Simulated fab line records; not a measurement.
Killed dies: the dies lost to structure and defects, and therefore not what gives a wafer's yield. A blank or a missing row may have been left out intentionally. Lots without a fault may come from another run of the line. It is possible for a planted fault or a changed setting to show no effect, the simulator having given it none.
A struck lot beside a sound one ; flow sky130 ; 16 steps out of a route of 708
Sound: the wafers L389.4, L389.5, L389.6. Wafers L398.1, L398.2, L398.5 were the ones struck. Last of all comes the cause.
Per side, at each step with rows, come the tool, then ch with its chambers, and then its first start. Under that, the readings that differ: sound wafers ; struck wafers ; difference of the means ; sigmas: that difference in standard deviations of wafers without a fault.
alike: words and numbers the same on both sides, and readings whose means are apart by under 2 such deviations; not compared: readings that were withheld, readings missing a value for some wafer, numbers with overlapping values and no deviation given by the record, and bounds like >300 which may hide the same value.
Wherever a step has rows on one side only, a row that says differs or no value, or a row with sigmas, the two part there. Non-overlapping numbers with no deviation appear without sigmas and do not part them. Lack of a reading on every wafer of one side parts them only where that side has two or more wafers.

SKY_SONOS_ONO_OVL_MEAS_14:
  sound: overlay-02 at day 12 07:35; struck: overlay-02 at day 15 12:37
  alike: SONOS_ONO_OVL
SKY_SONOS_ONO_ETCH_15: etches the open film in CHF3/O2, target depth 19.52 nm, time 7.8 s.
  sound on rie diel-01 ch 2,3, day 12 07:36; struck on rie diel-04 ch 0,3, day 15 12:38
  alike: chf3 flow sccm, drypump motor current A, oes product au, rf fwd power W, throttle valve pct
  not compared: rf hours counter h
then, 1 step without rows for these wafers: SKY_SONOS_ONO_WET_ETCH_16 (etches SiO2 in dHF, target depth 14 nm, time 280 s).
SKY_SONOS_ONO_STRIP_17: strips in O2/N2.
  sound on plasma asher-04 ch 0,1, day 12 07:44; struck on plasma asher-02 ch 0,1, day 15 12:50
  alike: drypump motor current A, oes product au, strip time to endpoint s
  not compared: rf hours counter h
then, 3 steps without rows for these wafers: SKY_SONOS_ONO_WET_ETCH_18 (etches Si3N4 in H3PO4, target depth 15 nm, time 172 s); SKY_GATE_OXIDE_CLEAN_00 (cleans in SC1/SC2, time 150 s); SKY_GATE_OXIDE_OXIDATION_01 (stabilise 600 s, purge 300 s, target thk 10.268 nm).
SKY_GATE_OXIDE_THK_MEAS_02:
  sound: film metro-01 at day 12 11:04; struck: film metro-04 at day 15 15:53
  alike: GATE_OXIDE_OXIDATION_00_THK
then, 4 steps without rows for these wafers: SKY_GATE_OXIDE_DEHYDRATE_03 (time 60 s); SKY_GATE_OXIDE_HMDS_04 (prime time 60 s); SKY_GATE_OXIDE_COAT_05 (resist thk 1140 nm); SKY_GATE_OXIDE_SOFTBAKE_06 (time 60 s).
SKY_GATE_OXIDE_EXPOSE_07: exposes mask LVOM, target cd 600 nm.
  sound on iline stepper-02 ch 0, day 12 23:08; struck on iline stepper-02 ch 0, day 16 05:20
reading;sound;struck;difference;sigmas
model.GATE_OXIDE.overlay x nm (nm);0.5164 0.5164 0.5164;155.6 155.6 155.6;+155.1;
  alike: mask, reticle temp C
then, 2 steps without rows for these wafers: SKY_GATE_OXIDE_PEB_08; SKY_GATE_OXIDE_DEVELOP_09 (develop time 60 s).
SKY_GATE_OXIDE_OVL_MEAS_10:
  sound: overlay-02 at day 13 11:13; struck: overlay-01 at day 16 19:56
reading;sound;struck;difference;sigmas
GATE_OXIDE_OVL (nm);0.3 1.0 1.3;155.9 155.6 153.7;+154.2;+99 or more
  not compared: hold

WHERE THEY PART
SKY_GATE_OXIDE_OVL_MEAS_10 only, going by this record.

WHY: the cause the simulator had injected
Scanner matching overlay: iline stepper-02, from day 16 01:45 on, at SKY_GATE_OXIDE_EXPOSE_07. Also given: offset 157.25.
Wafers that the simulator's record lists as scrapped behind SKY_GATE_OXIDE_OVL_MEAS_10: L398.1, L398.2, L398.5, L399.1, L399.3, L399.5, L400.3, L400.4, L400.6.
